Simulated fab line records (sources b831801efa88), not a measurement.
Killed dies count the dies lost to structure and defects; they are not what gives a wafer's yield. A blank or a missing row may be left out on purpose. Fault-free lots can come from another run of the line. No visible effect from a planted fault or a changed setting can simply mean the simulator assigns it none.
One fault seen from 2 desks / flow gf180mcu / what lay behind the numbers comes last; until then each desk has only its own

FROM THE METROLOGY DESK
Means of the sampled wafers that have a number, per lot and without regard to the tool the lot ran on: this is what the gauges read. A lot is out of limits, marked OUT, if its mean lies more than 4 standard deviations from the usual mean; the brackets give that distance.
Columns: A = V4_OVL at GF_V4_OVL_MEAS_15, usual 3 nm; B = MIM_CVD_05_THK at GF_MIM_THK_MEAS_06, usual 42.0 nm
lot=L939; first seen here=day 24 12:04; A=3; B=41.7
lot=L940; first seen here=day 25 01:48; A=1; B=41.8
lot=L941; first seen here=day 25 05:46; A=5; B=41.7
lot=L942; first seen here=day 25 12:16; A=5; B=42.0
lot=L943; first seen here=day 25 18:45; A=-0; B=42.3
lot=L944; first seen here=day 26 08:25; A=-5; B=42.7
lot=L952; first seen here=day 28 14:55; A=2; B=42.6
lot=L954; first seen here=day 29 09:14; A=2; B=42.8
lot=L955; first seen here=day 29 14:32; A=0; B=42.6
lot=L956; first seen here=day 29 20:28; A=13; B=41.6
lot=L957; first seen here=day 30 05:34; A=9; B=41.8
lot=L959; first seen here=day 30 15:46; A=9; B=42.6
lot=L962; first seen here=day 31 08:13; A=2; B=41.1
This desk's finding: nothing out of limits on any of the 13 lots.

AT THE TOOL OWNER'S DESK: pecvd-01
The tool's own readings at GF_MIM_CVD_05 (deposits Si3N4, target thk 42 nm, time 29.086 s): means of the sampled wafers that have a number, for each lot that ran on this tool. A lot is out of limits, marked OUT, if its mean lies more than 4 standard deviations from the usual mean; the brackets give that distance.
Columns: A = heaterPowerW at GF_MIM_CVD_05, usual 682 W
lot=L941; first seen here=day 25 07:23; A=705
lot=L952; first seen here=day 28 16:56; A=733
lot=L954; first seen here=day 29 10:49; A=718
This desk's finding: nothing out of limits on any of the 3 lots.

TAKEN TOGETHER
Metrology desk: nothing out of limits seen.
The desk of the tool owner found nothing out of limits.

WHAT THE SIMULATOR HAD PUT IN
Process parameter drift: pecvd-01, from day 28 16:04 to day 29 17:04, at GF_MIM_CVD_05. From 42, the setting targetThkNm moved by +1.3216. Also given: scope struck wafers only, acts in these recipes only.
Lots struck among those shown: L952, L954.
